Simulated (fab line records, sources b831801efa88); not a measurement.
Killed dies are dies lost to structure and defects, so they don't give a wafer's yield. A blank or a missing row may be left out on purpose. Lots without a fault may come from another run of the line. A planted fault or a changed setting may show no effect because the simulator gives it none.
Which tool did it? | flow gf180mcu | 6 lots, 18 wafers sampled, at 2 steps of a route of 602

WHAT THE GAUGES READ, wafer by wafer
GF_TOP_METAL_RS_MEAS_05: measures by four-point-probe.
lot  | measured     | on            | TOP_METAL_ALCU_RS (ohm/sq)
L814 | day 27 21:20 | film_metro-04 | 0.0331 0.0330 0.0331
L818 | day 28 22:49 | film_metro-03 | 0.0320 0.0320 0.0320
L820 | day 29 18:44 | film_metro-03 | 0.0329 0.0326 0.0327
L822 | day 30 01:50 | film_metro-01 | 0.0331 0.0335 0.0332
L833 | day 33 00:13 | film_metro-04 | 0.0329 0.0326 0.0326
L836 | day 33 14:53 | film_metro-04 | 0.0334 0.0333 0.0334

WHICH TOOL RAN EACH LOT (tool, then ch and the chambers of the sampled wafers, then the start)
lot  | GF_V4_STRIP_19
L814 | wet_bench-04 ch 2, day 25 02:43
L818 | wet_bench-01 ch 2, day 26 01:37
L820 | wet_bench-01 ch 3, day 27 01:53
L822 | wet_bench-01 ch 1, day 27 11:23
L833 | wet_bench-04 ch 0, day 30 16:12
L836 | wet_bench-02 ch 1, day 31 08:09
- GF_V4_STRIP_19: strips in post etch residue remover, time 1200 s.

THE ANSWER, worked out from the rows above alone
Rule: what is usual is taken from the lots themselves. Put in order of their means at a reading, lots are off if they are a third of the lots or fewer, leave a main group of 4 or more, and stand apart from it by a gap of 3 or more times the standard deviation of the main group's means; of several such gaps the widest counts. A main group whose means are all the same, to the digits that the tables above print for the reading, isn't used. A lot without any number at a reading at which 4 lots or more have one is off too. The other lots that the step has rows for count as sound.
No lot is off at any reading shown: from this, nothing can be told.

WHAT THE SIMULATOR HAD PUT IN
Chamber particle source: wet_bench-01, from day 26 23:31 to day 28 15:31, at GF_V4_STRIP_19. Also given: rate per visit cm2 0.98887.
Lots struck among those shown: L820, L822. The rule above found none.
